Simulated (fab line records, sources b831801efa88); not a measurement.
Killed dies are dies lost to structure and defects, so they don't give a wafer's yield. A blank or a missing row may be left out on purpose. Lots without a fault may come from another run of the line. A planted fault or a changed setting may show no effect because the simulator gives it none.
Split-lot experiment | flow sky130 | 5 lots, 23 wafers read, on a route of 708 steps

THE SPLIT
At SKY_LI_CONTACT_CMP_02 (polishes PSG), the setting leave_above_ref_nm was moved away from the recipe's 597.2 nm on 10 of the 23 wafers read, by -2.7% to +4.6%. The other wafers ran this setting at the recipe's value.

FROM THE SPLIT TO THE READING: what the file shows between them, 5 steps
- SKY_LI_CONTACT_EXPOSE_09: exposes mask LICM1, target cd 170 nm (also split here: dose_mj)
- SKY_LI_CONTACT_PEB_10
- SKY_LI_CONTACT_DEVELOP_11: develop time 60 s
- SKY_LI_CONTACT_CD_MEAS_12: target cd 170 nm
- SKY_LI_CONTACT_ETCH_14: etches BARC in N2/H2, stops on SiO2, time 45.9 s, target depth 60 nm

THE READING
oes_product_au, in a.u., at SKY_LI_CONTACT_ETCH_15 (etches PSG in C4F8/O2/Ar, stops on Si, target depth 600 nm). Fault-free wafers of this fab line usually give 0.838 a.u., standard deviation 0.005 a.u..

wafer  | tool, chamber at the split | leave_above_ref_nm as run, nm | against the recipe | oes_product_au, a.u. | against lot-mates on the recipe
L077.1 | cmp-01, 3                  | 597.2                         | recipe             | 0.836                | -
L077.4 | cmp-01, 2                  | 597.2                         | recipe             | 0.839                | -
L077.5 | cmp-01, 2                  | 597.2                         | recipe             | 0.838                | -
L079.1 | cmp-01, 2                  | 624.8                         | +4.6%              | 0.857                | +0.022
L079.2 | cmp-01, 0,2                | 597.2                         | recipe             | 0.838                | -
L079.4 | cmp-01, 3                  | 597.2                         | recipe             | 0.836                | -
L079.5 | cmp-01, 1                  | 624.8                         | +4.6%              | 0.863                | +0.028
L079.6 | cmp-01, 0,2                | 597.2                         | recipe             | 0.830                | -
L082.1 | cmp-02, 0                  | 584.4                         | -2.1%              | 0.833                | -0.008
L082.2 | cmp-02, 1                  | 597.2                         | recipe             | 0.840                | -
L082.4 | cmp-02, 3                  | 584.4                         | -2.1%              | 0.833                | -0.008
L082.5 | cmp-02, 1                  | 597.2                         | recipe             | 0.843                | -
L082.6 | cmp-02, 0                  | 584.4                         | -2.1%              | 0.833                | -0.008
L083.1 | cmp-02, 2                  | 581.1                         | -2.7%              | 0.814                | -0.027
L083.2 | cmp-02, 3                  | 597.2                         | recipe             | 0.835                | -
L083.3 | cmp-02, 1                  | 581.1                         | -2.7%              | 0.832                | -0.009
L083.4 | cmp-02, 0                  | 581.1                         | -2.7%              | 0.820                | -0.021
L083.6 | cmp-02, 0                  | 597.2                         | recipe             | 0.847                | -
L085.1 | cmp-01, 0                  | 597.2                         | recipe             | 0.841                | -
L085.2 | cmp-01, 1                  | 597.2                         | recipe             | 0.841                | -
L085.4 | cmp-01, 2                  | 597.2                         | recipe             | 0.840                | -
L085.5 | cmp-01, 3                  | 609.9                         | +2.1%              | 0.844                | +0.003
L085.6 | cmp-01, 2                  | 609.9                         | +2.1%              | 0.852                | +0.011
Where a row lists several chambers, the file gives one row for several wafers and doesn't say which wafer went through which chamber.

THE FIT
A straight line over all 23 wafers: oes_product_au changes by +0.00467 a.u. for each +1% of leave_above_ref_nm; r = +0.88; the points scatter about the line by 0.005 a.u..
The same after taking each lot's own level away (the mean of its wafers on the recipe; 23 wafers): +0.00542 a.u. for each +1%; r = +0.92; scatter 0.0046 a.u..
On that fit, the largest move of leave_above_ref_nm shifts the reading by 0.025 a.u..
The lots' own levels span 0.8347 to 0.8415 a.u., that is 1.4 times the standard deviation above.
So the lot-to-lot level changes the slope: the two fits differ.
Check: with one of the wafers moved furthest among these (+4.6%) left out of the fit, the line predicts +0.0254 a.u. for it against its lot-mates. It came out at +0.0223 a.u. against them.

OTHER SPLITS ON THESE WAFERS
These wafers also went through other splits before the reading. Each is held against what the fit with the lots' levels taken away leaves over:
other split on the same wafers     | wafers away from the commonest value | r with oes_product_au (lot level and that fit taken away)
SKY_SD_P_DEVELOP_06 develop_time_s | 12                                   | -0.25
SKY_SD_P_IMPLANT_09 energy_kev     | 8                                    | -0.29
SKY_SD_N_STRIP_11 o2_flow_sccm     | 7                                    | -0.07
SKY_LI_CONTACT_EXPOSE_09 dose_mj   | 7                                    | -0.06

THE WHOLE CHAIN: every reading that the file lists as answering this split, in the file's order
step                   | what it does                                               | reading                                                                             | change (the file's fit)                  | r (the file's)
SKY_LI_CONTACT_CMP_02  | polishes PSG                                               | PSG_of_LI_CONTACT_HDPCVD_00.thk_nm (the simulator's own value, which no gauge read) | +6.15 nm for each +1% of the setting     | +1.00
SKY_LI_CONTACT_ETCH_15 | etches PSG in C4F8/O2/Ar, stops on Si, target depth 600 nm | oes_product_au                                                                      | +0.0054 a.u. for each +1% of the setting | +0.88
SKY_LI_CONTACT_ETCH_15 | etches PSG in C4F8/O2/Ar, stops on Si, target depth 600 nm | LI_CONTACT.feature_depth_nm (the simulator's own value, which no gauge read)        | +6.15 nm for each +1% of the setting     | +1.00

THE FILE'S OWN FIT
oes_product_au changes by +0.0054 a.u. for each +1% of leave_above_ref_nm, r = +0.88.
